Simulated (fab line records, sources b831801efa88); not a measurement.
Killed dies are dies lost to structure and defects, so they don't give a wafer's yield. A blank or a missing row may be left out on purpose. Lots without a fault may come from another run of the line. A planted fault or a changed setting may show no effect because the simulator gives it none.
A struck lot beside a sound one | flow sky130 | 43 steps out of a route of 708
Sound: wafers L497.1, L497.3, L497.6. Struck: wafer L504.1. (L504.3, L504.6 of the same lot were not struck and are left out.) The cause comes at the end.
At each step with rows: each side's tool, then ch and its chambers, then its first start. Under that, the readings that differ: sound wafers | struck wafers | difference of the means | sigmas: that difference in standard deviations of wafers without a fault.
alike: readings whose means differ by less than 2 such deviations, and words and numbers that are the same on both sides. not compared: withheld readings, readings that some wafer has no value for, bounds like >300 that may hide the same value, and numbers for which the record gives no deviation and whose values overlap.
The two part at a step that has a row with sigmas, a row that says differs or no value, or rows on one side only. Numbers that don't overlap but have no deviation are shown without sigmas and don't part them. A reading that every wafer of one side lacks parts them only if that side has two wafers or more.

SKY_METAL4_CD_MEAS_13: target cd 300 nm.
  sound on cd_sem-01, day 41 20:49; struck on cd_sem-02, day 44 14:32
  alike: cd_nm
SKY_METAL4_OVL_MEAS_14:
  sound on overlay-01, day 41 20:56; struck on overlay-02, day 44 14:40
  alike: METAL4_OVL
SKY_METAL4_DESCUM_15: chemistry O2, time 8 s.
  sound on rie_metal-02 ch 1, day 41 20:58; struck on rie_metal-02 ch 1, day 44 14:41
  alike: chamber_pressure_mTorr, drypump_motor_current_A, oes_product_au
  not compared: rf_hours_counter_h
then, 3 steps without rows for these wafers: SKY_METAL4_ETCH_16 (etches BARC in N2/H2, stops on SiO2, time 88.2 s, target depth 60 nm); SKY_METAL4_ETCH_17 (etches SiO2 in C4F8/O2/Ar, stops on TiN, time 3.9 s, target depth 15 nm); SKY_METAL4_METAL_ETCH_18 (etches the open film in Cl2/BCl3, stops on SiO2, target depth 845 nm, time 183.1 s).
SKY_METAL4_STRIP_19: strips in O2/N2.
  sound on plasma_asher-02 ch 0,1, day 41 21:17; struck on plasma_asher-03 ch 1, day 44 15:01
  reading                     | sound       | struck | difference | sigmas
  drypump_motor_current_A (A) | 5.0 4.9 5.0 | 6.0    | +1.0       | +3
  alike: chamber_pressure_mTorr, oes_product_au, strip_time_to_endpoint_s
  not compared: rf_hours_counter_h
then, 4 steps without rows for these wafers: SKY_METAL4_STRIP_20 (strips in post etch residue remover, time 1200 s); SKY_METAL4_CLEAN_21 (cleans in IPA, time 180 s); SKY_METAL4_CLEAN_22 (cleans in O3/DIW); SKY_VIA4_HDPCVD_00 (deposits SiO2, target thk 1750 nm, time 291.7 s).
SKY_VIA4_THK_MEAS_01:
  sound on film_metro-03, day 41 22:08; struck on film_metro-03, day 44 15:48
  alike: VIA4_HDPCVD_THK
SKY_VIA4_CMP_02: polishes SiO2.
  sound on cmp-02 ch 1,2,3, day 41 22:12; struck on cmp-02 ch 2, day 44 15:55
  alike: edge_zone_pressure_frac, motor_current_A
SKY_VIA4_BOW_MEAS_03:
  sound on film_metro-03, day 41 22:30; struck on film_metro-02, day 44 16:10
  alike: VIA4_BOW
then, 7 steps without rows for these wafers: SKY_VIA4_DEHYDRATE_04 (time 60 s); SKY_VIA4_HMDS_05 (prime time 60 s); SKY_VIA4_COAT_06 (resist thk 1140 nm); SKY_VIA4_SOFTBAKE_07 (time 60 s); SKY_VIA4_EXPOSE_08 (exposes mask VIM4, target cd 800 nm); SKY_VIA4_PEB_09; SKY_VIA4_DEVELOP_10 (develop time 60 s).
SKY_VIA4_OVL_MEAS_11:
  sound on overlay-01, day 42 21:21; struck on overlay-01, day 45 12:25
  alike: VIA4_OVL
then, 1 step without rows for these wafers: SKY_VIA4_ETCH_12 (etches SiO2 in C4F8/O2/Ar, stops on TiN, target depth 580 nm).
SKY_VIA4_STRIP_13: strips in O2/N2.
  sound on plasma_asher-01 ch 0, day 42 21:28; struck on plasma_asher-01 ch 0, day 45 12:31
  alike: chamber_pressure_mTorr, drypump_motor_current_A, oes_product_au, strip_time_to_endpoint_s
  not compared: rf_hours_counter_h
then, 4 steps without rows for these wafers: SKY_VIA4_STRIP_14 (strips in post etch residue remover, time 1200 s); SKY_VIA4_CLEAN_15 (cleans in IPA, time 180 s); SKY_VIA4_CLEAN_16 (cleans in O3/DIW); SKY_VIA4_SPUTTER_17 (material TiN, target thk 20 nm, time 80 s).
SKY_VIA4_CVD_18: deposits W, target thk 505 nm, time 152.14 s.
  sound on cvd_w-02 ch 0,1, day 42 22:10; struck on cvd_w-02 ch 1, day 45 13:11
  alike: heater_power_w
SKY_VIA4_RS_MEAS_19: measures by four-point-probe.
  sound on film_metro-02, day 42 22:19; struck on film_metro-02, day 45 13:20
  alike: VIA4_W_RS
SKY_VIA4_THK_MEAS_20: measures by xrf.
  sound on film_metro-02, day 42 22:26; struck on film_metro-02, day 45 13:27
  alike: VIA4_W_THK
then, 4 steps without rows for these wafers: SKY_VIA4_CMP_21 (polishes, stops on SiO2, t overpolish 25 s, target thk 0 nm); SKY_METAL5_SPUTTER_00 (material Ti, target thk 15 nm, time 10 s); SKY_METAL5_SPUTTER_01 (material TiN, target thk 20 nm, time 16.7 s); SKY_METAL5_SPUTTER_02 (material AlCu, target thk 1150 nm, time 61.2 s).
SKY_METAL5_SPUTTER_03: material Ti, target thk 5 nm, time 3.393 s.
  sound on pvd_sputter-03, day 42 22:58; struck on pvd_sputter-01, day 45 13:55
  reading                | sound          | struck | difference | sigmas
  throttle_valve_pct (%) | 30.5 32.1 32.0 | 29.6   | -1.9       | -2
  alike: chamber_pressure_pa
then, 1 step without rows for these wafers: SKY_METAL5_SPUTTER_04 (material TiN, target thk 70 nm, time 58.3 s).
SKY_METAL5_RS_MEAS_05: measures by four-point-probe.
  sound on film_metro-03, day 42 23:03; struck on film_metro-01, day 45 13:58
  alike: METAL5_ALCU_RS
SKY_METAL5_THK_MEAS_06: measures by xrf.
  sound on film_metro-03, day 42 23:10; struck on film_metro-01, day 45 14:05
  alike: METAL5_ALCU_THK
then, 3 steps without rows for these wafers: SKY_METAL5_DEHYDRATE_07 (time 60 s); SKY_METAL5_HMDS_08 (prime time 60 s); SKY_METAL5_COAT_09 (resist thk 1800 nm).
-- the record jumps here: 3 days lie between the struck wafers' starts before and after (it left off in module METAL5 and takes up again in module PAD_OPEN, whose first step shown is number 708 of the route) --
SKY_PAD_OPEN_PROBE_99:
  sound on prober-01, day 45 19:42; struck on prober-02, day 48 06:58
  reading                               | sound             | struck | difference | sigmas
  defect_limited_yield (%)              | 79.9 82.9 81.7    | 33.5   | -48.0      | -27
  killed_at_M4_up                       | 0 3 2             | 269    | +267       | +99 or more
  killed_at_front_end                   | 21 17 19          | 8      | -11        | -2
  killed_dies                           | 99 84 90          | 327    | +236       | +27
  killed_on_rim                         | 17 18 18          | 73     | +55        | +13
  killed_open                           | 46 42 47          | 27     | -18        | -3
  killed_short                          | 53 42 43          | 31     | -15        | -2
  sort_bin_3_pad_short (%)              | 0.8 1.2 1.0       | 6.9    | +5.9       | +16
  sort_bin_5_function (%)               | 10.4 10.0 10.6    | 43.3   | +33.0      | +25
  sort_bin_6_memory (%)                 | 8.9 5.9 6.7       | 16.3   | +9.1       | +8
  sort_n_pass                           | 393 408 402       | 165    | -236       | -27
  sort_yield_pct (%)                    | 79.9 82.9 81.7    | 33.5   | -48.0      | -27
  model.etest.tester.sort_n_pass        | 393 408 402       | 165    | -236       |
  model.etest.tester.sort_yield_pct (%) | 79.88 82.93 81.71 | 33.54  | -47.97     |
  model.etest.tester.sort_bin_5_pct (%) | 10.37 9.959 10.57 | 43.29  | +32.99     |
  model.etest.tester.sort_bin_6_pct (%) | 8.943 5.894 6.707 | 16.26  | +9.08      |
  model.etest.tester.sort_bin_3_pct (%) | 0.813 1.22 1.016  | 6.911  | +5.895     |
  alike: killed_at_M0_to_M3, killed_at_contacts, killed_at_other

WHERE THEY PART
First at SKY_METAL4_STRIP_19; last, within this record, at SKY_PAD_OPEN_PROBE_99.

WHY: what the simulator had put in
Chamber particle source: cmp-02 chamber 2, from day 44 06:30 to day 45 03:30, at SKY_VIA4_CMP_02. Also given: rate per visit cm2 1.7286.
